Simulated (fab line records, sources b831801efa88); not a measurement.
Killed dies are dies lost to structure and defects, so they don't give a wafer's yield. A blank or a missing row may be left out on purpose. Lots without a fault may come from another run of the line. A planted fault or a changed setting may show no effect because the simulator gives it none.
fab line records | flow sky130
record lots=5 wafers=15 last_day=50
route steps=708 shown VIA3@590 METAL4@598 CAP2M@603 PAD_OPEN@708
lots that met no fault: from a run of the same line without faults
start_h: hours from the record's first day to the start of the lot's first wafer shown | wait_h: hours since the lot's step before | " the same as in the row above | L1.1+2: a row that stands for several wafers | - no value, or no start given | * or withheld: withheld | < > ~ a bound
route shown NAME@n: a module of which the file shows steps, and the number in the route of the first | usual: mean/standard deviation of fault-free wafers | same: alike in all rows | chamber/n: place in a boat | sites: the reading at each site | _std_site: their standard deviation | _edge_site: outer sites' mean less inner sites' | radius_mm: how far each site lies from the wafer's centre | mask NAME#n: copy n | behind: the tool/chamber that last shaped the wafer | hold: why the lot was held/for how many hours/how that ended | device: the transistor (n, p or np) that didn't switch | end of line: the same wafers' tests at the end of the route | a step without rows: its recipe alone | killed: dies lost to structure and defects at the first sort, not the wafer's yield | map: a wafer's dies, x killed, . not, _ none there
set.NAME: the setting as run; set.NAME@STEP: as run at that earlier step | model.NAME: the simulator's own value behind a step, which no gauge read
lots at some steps of the route; a table a step, a row a wafer
services: from which hour (start_h, from the record's first day; less than 0 if before it) a tool's chamber was out of use, for how many hours, and why
## steps
# step SKY_VIA3_STRIP_17
# recipe chemistry=post_etch_residue_remover time_s=1200 temp_c=72.5
# step SKY_VIA3_CLEAN_18
# recipe chemistry=IPA time_s=180 temp_c=25
# step SKY_VIA3_CLEAN_19
# recipe chemistry=O3/DIW dry=n2_spin
# step SKY_VIA3_SPUTTER_20
# recipe material=TiN target_thk_nm=20 chamber_pressure_pa=5 power_w=4000 time_s=80
# usual chamber_pressure_pa=5.001/0.011 throttle_valve_pct=29.6/1.3
# columns lot.wafer tool chamber start_h wait_h chamber_pressure_pa throttle_valve_pct
L105.1 pvd_sputter-03 - 918.51 0.0 5.007 29.7
L105.3 " - " " 5.012 29.3
L105.6 " - " " 4.993 29.2
L112.4 pvd_sputter-03 - 980.99 0.0 4.992 29.1
L112.5 " - " " 4.991 30.3
L112.6 " - " " 4.979 29.5
L120.3 pvd_sputter-04 - 1033.51 0.0 4.987 29.7
L120.4 " - " " 5.011 27.2
L120.5 " - " " 4.981 29.1
L122.1 pvd_sputter-02 - 1050.39 0.0 5.031 31.8
L122.5 " - " " 5.018 31.8
L122.6 " - " " 5.008 28.8
L124.2 pvd_sputter-03 - 1077.86 0.0 5.013 29.4
L124.3 " - " " 5.013 30.2
L124.6 " - " " 5.002 29.2
# step SKY_VIA3_CVD_21
# recipe material=W target_thk_nm=390 time_s=117.31 temp_c=400 pressure_torr=40
# step SKY_VIA3_RS_MEAS_22
# recipe thk_meas_gauge=four-point-probe reads=W_of_VIA3_CVD_21+TiN_of_VIA3_SPUTTER_20
# usual VIA3_W_RS=0.296/0.004
# columns lot.wafer tool chamber start_h wait_h VIA3_W_RS[ohm/sq]
L105.1 film_metro-02 - 918.69 0.1 0.294
L105.3 " - " " 0.292
L105.6 " - " " 0.291
L112.4 film_metro-02 - 981.23 0.1 0.294
L112.5 " - " " 0.296
L112.6 " - " " 0.298
L120.3 film_metro-01 - 1033.73 0.1 0.291
L120.4 " - " " 0.297
L120.5 " - " " 0.296
L122.1 film_metro-02 - 1050.57 0.1 0.297
L122.5 " - " " 0.296
L122.6 " - " " 0.296
L124.2 film_metro-03 - 1078.07 0.1 0.297
L124.3 " - " " 0.301
L124.6 " - " " 0.298
# step SKY_VIA3_THK_MEAS_23
# recipe thk_meas_gauge=xrf reads=W_of_VIA3_CVD_21
# usual VIA3_W_THK=379/7.1
# columns lot.wafer tool chamber start_h wait_h VIA3_W_THK[nm]
L105.1 film_metro-02 - 918.81 0.1 387
L105.3 " - " " 389
L105.6 " - " " 391
L112.4 film_metro-02 - 981.32 0.1 387
L112.5 " - " " 381
L112.6 " - " " 377
L120.3 film_metro-01 - 1033.83 0.1 386
L120.4 " - " " 377
L120.5 " - " " 380
L122.1 film_metro-02 - 1050.69 0.1 380
L122.5 " - " " 384
L122.6 " - " " 379
L124.2 film_metro-03 - 1078.18 0.1 370
L124.3 " - " " 366
L124.6 " - " " 370
# step SKY_VIA3_CMP_24
# recipe stop_on=SiO2 t_overpolish_s=20 down_force_psi=3.5 platen_rpm=60 target_thk_nm=0 pad_velocity_m_s=0.94248
# usual motor_current_A=11.2/1.7 overpolish_run_s=20.000/0.0097 time_to_endpoint_s=95/4.8
# same t_overpolish_s=20
# columns lot.wafer tool chamber start_h wait_h motor_current_A overpolish_run_s time_to_endpoint_s
L105.1 cmp-01 2 918.92 0.1 10.7 19.985 90
L105.3 " 0 " " 12.7 20.008 96
L105.6 " 2 " " 10.7 20.006 92
L112.4 cmp-02 1 981.40 0.1 8.9 19.991 103
L112.5 " 0 " " 9.1 20.001 104
L112.6 " 1 " " 8.5 19.995 100
L120.4 cmp-02 2 1033.87 0.0 11.4 20.001 92
L120.3 " 3 " " 14.3 19.982 103
L120.5 " 3 " " 14.0 19.995 96
L122.1 cmp-02 3 1050.75 0.1 14.9 19.999 94
L122.5 " 3 " " 15.1 19.976 94
L122.6 " 0 " " 10.0 19.987 95
L124.3 cmp-02 1 1078.33 0.1 8.8 19.996 96
L124.2 " 2 " " 11.9 19.998 88
L124.6 " 0 " " 10.1 20.002 99
# step SKY_METAL4_SPUTTER_00
# recipe material=Ti target_thk_nm=15 power_w=3000 time_s=10 chamber_pressure_pa=0.4
# usual chamber_pressure_pa=0.4000/0.00074 throttle_valve_pct=29.8/1.2
# columns lot.wafer tool chamber start_h wait_h chamber_pressure_pa throttle_valve_pct
L105.1 pvd_sputter-02 - 919.17 0.2 0.3997 30.7
L105.3 " - " " 0.4000 30.4
L105.6 " - " " 0.3995 32.1
L112.4 pvd_sputter-04 - 981.65 0.2 0.4009 29.9
L112.5 " - " " 0.4006 29.7
L112.6 " - " " 0.4004 27.8
L120.3 pvd_sputter-02 - 1034.17 0.2 0.4006 28.6
L120.4 " - " " 0.4003 32.1
L120.5 " - " " 0.4006 30.4
L122.1 pvd_sputter-04 - 1051.05 0.2 0.4006 27.5
L122.5 " - " " 0.4000 29.2
L122.6 " - " " 0.4004 29.8
L124.2 pvd_sputter-01 - 1078.53 0.1 0.3999 29.1
L124.3 " - " " 0.3993 31.0
L124.6 " - " " 0.4000 29.7
# step SKY_METAL4_SPUTTER_01
# recipe material=TiN target_thk_nm=20 power_w=6500 time_s=16.7 chamber_pressure_pa=0.4
# step SKY_METAL4_SPUTTER_02
# recipe material=AlCu target_thk_nm=735 power_w=10600 time_s=39.1 chamber_pressure_pa=0.4
# usual chamber_pressure_pa=0.4002/0.0008 throttle_valve_pct=29.8/1.2
# columns lot.wafer tool chamber start_h wait_h chamber_pressure_pa throttle_valve_pct
L105.1 pvd_sputter-02 - 919.22 0.0 0.4010 30.9
L105.3 " - " " 0.3999 30.5
L105.6 " - " " 0.4000 32.0
L112.4 pvd_sputter-04 - 981.70 0.0 0.3990 29.9
L112.5 " - " " 0.3992 29.8
L112.6 " - " " 0.3999 27.2
L120.3 pvd_sputter-02 - 1034.22 0.0 0.4011 28.4
L120.4 " - " " 0.4003 32.3
L120.5 " - " " 0.4011 30.6
L122.1 pvd_sputter-04 - 1051.10 0.0 0.4008 27.4
L122.5 " - " " 0.4001 29.0
L122.6 " - " " 0.3997 29.6
L124.2 pvd_sputter-01 - 1078.58 0.0 0.3999 29.5
L124.3 " - " " 0.4001 30.9
L124.6 " - " " 0.3984 29.7
# step SKY_METAL4_SPUTTER_03
# recipe material=Ti target_thk_nm=5 power_w=3000 time_s=3.3 chamber_pressure_pa=0.4
# usual chamber_pressure_pa=0.4000/0.00076 throttle_valve_pct=29.8/1.2
# columns lot.wafer tool chamber start_h wait_h chamber_pressure_pa throttle_valve_pct
L105.1 pvd_sputter-02 - 919.26 0.0 0.3998 30.7
L105.3 " - " " 0.4007 30.1
L105.6 " - " " 0.3991 32.2
L112.4 pvd_sputter-04 - 981.74 0.0 0.4008 30.0
L112.5 " - " " 0.4005 29.6
L112.6 " - " " 0.4010 27.6
L120.3 pvd_sputter-02 - 1034.26 0.0 0.4013 28.3
L120.4 " - " " 0.4004 32.1
L120.5 " - " " 0.3995 30.1
L122.1 pvd_sputter-04 - 1051.14 0.0 0.3994 27.4
L122.5 " - " " 0.4003 29.3
L122.6 " - " " 0.4000 29.7
L124.2 pvd_sputter-01 - 1078.62 0.0 0.4001 29.7
L124.3 " - " " 0.3996 30.8
L124.6 " - " " 0.4001 29.3
# step SKY_METAL4_SPUTTER_04
# recipe material=TiN target_thk_nm=70 power_w=6500 time_s=58.3 chamber_pressure_pa=0.4
# usual chamber_pressure_pa=0.4001/0.00079 throttle_valve_pct=29.8/1.2
# columns lot.wafer tool chamber start_h wait_h chamber_pressure_pa throttle_valve_pct
L105.1 pvd_sputter-02 - 919.28 0.0 0.4011 30.9
L105.3 " - " " 0.4000 30.3
L105.6 " - " " 0.4011 32.1
L112.4 pvd_sputter-04 - 981.76 0.0 0.4001 29.9
L112.5 " - " " 0.3992 30.1
L112.6 " - " " 0.3988 27.3
L120.3 pvd_sputter-02 - 1034.28 0.0 0.3715 29.5
L120.4 " - " " 0.3994 32.0
L120.5 " - " " 0.4000 30.3
L122.1 pvd_sputter-04 - 1051.16 0.0 0.3999 27.7
L122.5 " - " " 0.4002 29.4
L122.6 " - " " 0.3997 29.7
L124.2 pvd_sputter-01 - 1078.63 0.0 0.3993 29.2
L124.3 " - " " 0.3996 30.7
L124.6 " - " " 0.3996 29.5
# step SKY_CAP2M_CVD_00
# recipe material=SiO2 target_thk_nm=15.5 temp_c=400 time_s=withheld rf_w=450
# step SKY_PAD_OPEN_PROBE_99
# usual defect_limited_yield=82.5/1.9 killed_at_M0_to_M3=43/6.6 killed_at_M4_up=3.0/1.8 killed_at_contacts=24/5.1 killed_at_front_end=16/4.5 killed_at_other=0.3/0.67 killed_dies=86/9.3 killed_open=47/6.9 killed_short=39/6.6 sort_bin_3_pad_short=0.9/0.41 sort_bin_5_function=10.4/1.4 sort_bin_6_memory=6.2/1.1 sort_n_pass=406/9.3 sort_yield_pct=82.5/1.9
# same gross_dies=492 killed_at_back_side=0 sort_bin_4_leakage[%]=0 sort_bin_8_speed[%]=0
# columns lot.wafer tool chamber start_h wait_h defect_limited_yield[%] killed_at_M0_to_M3 killed_at_M4_up killed_at_contacts killed_at_front_end killed_at_other killed_dies killed_open killed_short sort_bin_3_pad_short[%] sort_bin_5_function[%] sort_bin_6_memory[%] sort_n_pass sort_yield_pct[%]
L105.1 prober-02 - 1064.98 0.1 84.6 38 1 28 9 0 76 39 35 0.2 10.4 4.9 416 84.6
L105.3 prober-02 - 1065.08 0.2 83.1 39 3 28 13 0 83 48 34 0.8 10.2 5.9 409 83.1
L105.6 prober-02 - 1065.23 0.2 86.4 39 6 13 9 0 67 33 34 0.8 9.8 3.0 425 86.4
L112.4 prober-02 - 1118.74 0.2 85.0 45 1 20 8 0 74 38 36 0 9.1 5.9 418 85.0
L112.5 prober-02 - 1118.79 0.2 79.3 52 8 25 17 0 102 53 49 1.2 12.2 7.3 390 79.3
L112.6 prober-02 - 1118.84 0.2 81.9 53 1 21 14 0 89 49 40 0.4 11.2 6.5 403 81.9
L120.3 prober-02 - 1165.64 0.2 80.1 48 5 31 13 1 98 60 38 0.8 13.0 6.1 394 80.1
L120.4 prober-02 - 1165.69 0.2 84.3 35 3 26 13 0 77 43 34 0.6 7.7 7.3 415 84.3
L120.5 prober-02 - 1165.74 0.2 82.9 40 4 28 11 1 84 50 34 0.4 11.8 4.9 408 82.9
L122.1 prober-02 - 1174.98 0.1 81.7 38 1 27 22 2 90 49 41 1.0 11.2 6.1 402 81.7
L122.5 prober-02 - 1175.18 0.2 82.1 48 5 21 14 0 88 52 36 0.6 8.9 8.3 404 82.1
L122.6 prober-02 - 1175.23 0.2 79.3 55 2 25 20 0 102 59 42 1.0 12.2 7.5 390 79.3
L124.2 prober-02 - 1195.18 0.1 82.3 43 1 22 21 0 87 48 38 1.2 10.0 6.5 405 82.3
L124.3 prober-02 - 1195.23 0.2 83.9 38 3 17 21 0 79 39 40 1.0 9.1 5.9 413 83.9
L124.6 prober-02 - 1195.38 0.2 80.7 57 3 19 16 0 95 55 40 0.4 13.2 5.7 397 80.7
# killed by level:class
L105.1 CONTACT:geometric_particle:open=10 VIA3:geometric_particle:open=8 LI_CONTACT:geometric_particle:open=7 VIA1:geometric_particle:open=7 VIA1:geometric_particle:short=6 CONTACT:geometric_particle:short=6 METAL1:geometric_particle:short=4 VIA3:geometric_particle:short=4
L105.3 VIA3:geometric_particle:open=10 VIA1:geometric_particle:open=8 CONTACT:geometric_particle:open=7 VIA2:geometric_particle:open=7 LI_CONTACT:geometric_particle:open=6 LI_CONTACT:geometric_particle:short=6 FIELD_ISO:geometric_particle:open=5 CONTACT:geometric_particle:short=5
L105.6 VIA1:geometric_particle:open=10 VIA3:geometric_particle:open=6 CONTACT:geometric_particle:open=6 VIA2:geometric_particle:short=6 VIA3:geometric_particle:short=5 METAL4:geometric_particle:short=4 FIELD_ISO:geometric_particle:open=3 POLY_CUT:geometric_particle:short=3
L112.4 VIA1:geometric_particle:open=12 METAL2:geometric_particle:short=11 LI_CONTACT:geometric_particle:open=7 VIA2:geometric_particle:open=6 VIA3:geometric_particle:open=5 FIELD_ISO:geometric_particle:short=4 CONTACT:geometric_particle:open=4 LI_CONTACT:geometric_particle:short=3
L112.5 VIA1:geometric_particle:open=19 CONTACT:geometric_particle:open=8 VIA2:geometric_particle:short=7 CONTACT:geometric_particle:short=7 VIA3:geometric_particle:open=7 POLY_GATE:geometric_particle:short=5 METAL4:geometric_particle:short=5 METAL2:geometric_particle:short=5
L112.6 VIA1:geometric_particle:open=13 CONTACT:geometric_particle:open=8 METAL2:geometric_particle:short=8 VIA3:geometric_particle:open=8 VIA1:geometric_particle:short=5 VIA3:geometric_particle:short=5 FIELD_ISO:geometric_particle:short=4 POLY_GATE:geometric_particle:open=4
L120.3 LI_CONTACT:geometric_particle:open=11 CONTACT:geometric_particle:open=10 VIA1:geometric_particle:short=8 VIA2:geometric_particle:open=8 VIA1:geometric_particle:open=7 FIELD_ISO:geometric_particle:open=6 METAL2:geometric_particle:short=6 VIA3:geometric_particle:open=5
L120.4 CONTACT:geometric_particle:open=10 LI_CONTACT:geometric_particle:open=8 VIA1:geometric_particle:open=8 VIA2:geometric_particle:short=7 FIELD_ISO:geometric_particle:short=4 VIA2:geometric_particle:open=4 VIA3:geometric_particle:open=4 POLY_GATE:geometric_particle:short=3
L120.5 VIA1:geometric_particle:open=16 CONTACT:geometric_particle:open=11 CONTACT:geometric_particle:short=6 METAL1:geometric_particle:short=5 LI_CONTACT:geometric_particle:open=5 LOCAL_INTERCONNECT:geometric_particle:short=4 VIA1:geometric_particle:short=4 VIA3:geometric_particle:open=4
L122.1 LI_CONTACT:geometric_particle:open=10 CONTACT:geometric_particle:open=8 FIELD_ISO:geometric_particle:open=7 FIELD_ISO:geometric_particle:short=7 VIA1:geometric_particle:open=7 LOCAL_INTERCONNECT:geometric_particle:short=5 VIA1:geometric_particle:short=5 VIA2:geometric_particle:open=5
L122.5 VIA1:geometric_particle:open=11 VIA3:geometric_particle:open=8 VIA2:geometric_particle:open=8 POLY_GATE:geometric_particle:open=5 LI_CONTACT:geometric_particle:open=5 CONTACT:geometric_particle:open=5 METAL2:geometric_particle:short=5 LOCAL_INTERCONNECT:geometric_particle:short=4
L122.6 VIA1:geometric_particle:open=13 METAL2:geometric_particle:short=12 CONTACT:geometric_particle:open=10 LI_CONTACT:geometric_particle:open=7 VIA2:geometric_particle:open=7 VIA3:geometric_particle:open=6 FIELD_ISO:geometric_particle:open=5 VIA1:geometric_particle:short=5
L124.2 CONTACT:geometric_particle:open=12 VIA1:geometric_particle:open=11 VIA2:geometric_particle:open=7 METAL2:geometric_particle:short=6 FIELD_ISO:geometric_particle:short=5 VIA3:geometric_particle:short=5 CONTACT:geometric_particle:short=4 VIA3:geometric_particle:open=4
L124.3 VIA1:geometric_particle:open=8 POLY_GATE:geometric_particle:open=6 LOCAL_INTERCONNECT:geometric_particle:short=6 METAL2:geometric_particle:short=6 FIELD_ISO:geometric_particle:short=5 POLY_GATE:geometric_particle:short=5 CONTACT:geometric_particle:open=5 VIA1:geometric_particle:short=5
L124.6 VIA1:geometric_particle:open=19 CONTACT:geometric_particle:open=10 VIA1:geometric_particle:short=9 FIELD_ISO:geometric_particle:short=6 METAL1:geometric_particle:short=6 VIA3:geometric_particle:open=6 POLY_GATE:geometric_particle:open=5 METAL2:geometric_particle:short=5
## services
# columns tool chamber start_h hours kind
pvd_sputter-02 - 897.00 0.5 repair
cmp-02 - 912.29 4.0 pm
cmp-02 - 916.29 - consumable_replace:conditioner
cmp-02 - 916.29 - consumable_replace:pad
cmp-01 - 923.52 2.9 repair
pvd_sputter-02 - 935.76 6.9 repair
cmp-02 - 951.09 0.5 repair
pvd_sputter-02 - 952.41 2.5 repair
cmp-02 - 962.98 4.2 repair
pvd_sputter-04 - 964.62 3.7 repair
cmp-02 - 1005.00 1.9 repair
pvd_sputter-04 - 1014.41 4.7 repair
cmp-01 - 1017.02 1.7 repair
cmp-01 - 1022.14 8.7 pm
pvd_sputter-01 - 1029.06 4.6 repair
pvd_sputter-01 - 1051.12 1.1 repair
cmp-01 - 1057.03 0.6 repair
pvd_sputter-04 - 1057.39 1.8 repair
cmp-01 - 1074.24 0.7 repair
## key
first_sign step=SKY_METAL4_SPUTTER_04 reading=chamber_pressure_pa direction=down sigmas=36 usual=0.4001 struck=0.3715
effect none on later readings
met_at SKY_METAL4_SPUTTER_04
struck_wafers L120.3
fault kind=process_parameter_drift tool=pvd_sputter-02 chamber=- onset_h=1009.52 steps=SKY_METAL4_SPUTTER_04 channel=chamber_pressure_pa offset=-0.028955 shape=step end_h=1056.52 acts_in=these_recipes_only stated=0.4 scope=struck_wafers_only
